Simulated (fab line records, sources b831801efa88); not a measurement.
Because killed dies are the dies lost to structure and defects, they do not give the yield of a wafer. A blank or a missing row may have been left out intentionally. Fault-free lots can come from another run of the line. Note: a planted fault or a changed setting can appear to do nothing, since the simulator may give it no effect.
Matching of chambers :: flow sky130 :: 4 sister chambers for SKY_VIA4_ETCH_12 on rie_diel-03
The step etches SiO2 in C4F8/O2/Ar, stops on TiN, target depth 580 nm. 14 wafers are shown with their chamber, then 7 later ones without.

== WAFERS PAIRED WITH THEIR CHAMBERS ==
wafer: L484.1
chamber: 2
oes_product_au (a.u.): 0.920

wafer: L484.2
chamber: 3
oes_product_au (a.u.): 0.926

wafer: L484.5
chamber: 2
oes_product_au (a.u.): 0.932

wafer: L488.1
chamber: 3
oes_product_au (a.u.): 0.924

wafer: L488.3
chamber: 0
oes_product_au (a.u.): 0.935

wafer: L488.4
chamber: 1
oes_product_au (a.u.): 0.930

wafer: L489.3
chamber: 3
oes_product_au (a.u.): 0.928

wafer: L489.4
chamber: 1
oes_product_au (a.u.): 0.921

wafer: L489.6
chamber: 2
oes_product_au (a.u.): 0.932

wafer: L499.1
chamber: 0
oes_product_au (a.u.): 0.921

wafer: L499.2
chamber: 3
oes_product_au (a.u.): 0.918

wafer: L499.5
chamber: 2
oes_product_au (a.u.): 0.932

wafer: L501.1
chamber: 0
oes_product_au (a.u.): 0.929

wafer: L501.3
chamber: 3
oes_product_au (a.u.): 0.924

SIGNATURES (means of the wafers above)
reading: oes_product_au
chamber 0: 0.92833
chamber 1: 0.92550
chamber 2: 0.92900
chamber 3: 0.92400
scatter within a chamber: 0.00551
Rule: for each reading, subtract the chamber's mean from the wafer's reading, divide by that reading's scatter and square the result; add these up over the readings and take the root, which gives the wafer's distance from the chamber. The wafer belongs to the nearest chamber; if the next one is less than 2 further off, it can't be placed. The scatter: the root of (the sum of the squares of (reading less its chamber's mean) over the shown wafers, divided by (wafers less chambers)).

== WAFERS WHOSE CHAMBER IS MISSING ==
wafer: L501.4
oes_product_au (a.u.): 0.929

wafer: L502.1
oes_product_au (a.u.): 0.923

wafer: L502.5
oes_product_au (a.u.): 0.924

wafer: L502.6
oes_product_au (a.u.): 0.925

wafer: L504.2
oes_product_au (a.u.): 0.926

wafer: L504.3
oes_product_au (a.u.): 0.927

wafer: L504.5
oes_product_au (a.u.): 0.922

== CHAMBER TAKEN BY EACH ==
wafer: L501.4
from the rows above: can't be placed: 2 or 0 or 1 or 3
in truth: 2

wafer: L502.1
from the rows above: can't be placed: 3 or 1 or 0 or 2
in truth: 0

wafer: L502.5
from the rows above: can't be placed: 3 or 1 or 0 or 2
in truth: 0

wafer: L502.6
from the rows above: can't be placed: 1 or 3 or 0 or 2
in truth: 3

wafer: L504.2
from the rows above: can't be placed: 1 or 3 or 0 or 2
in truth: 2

wafer: L504.3
from the rows above: can't be placed: 0 or 1 or 2 or 3
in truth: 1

wafer: L504.5
from the rows above: can't be placed: 3 or 1 or 0 or 2
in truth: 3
Correct placement for 0 of the 7. From these rows, 7 cannot be placed; in 7 the true chamber is one of the candidates. Placed wrongly: 0.
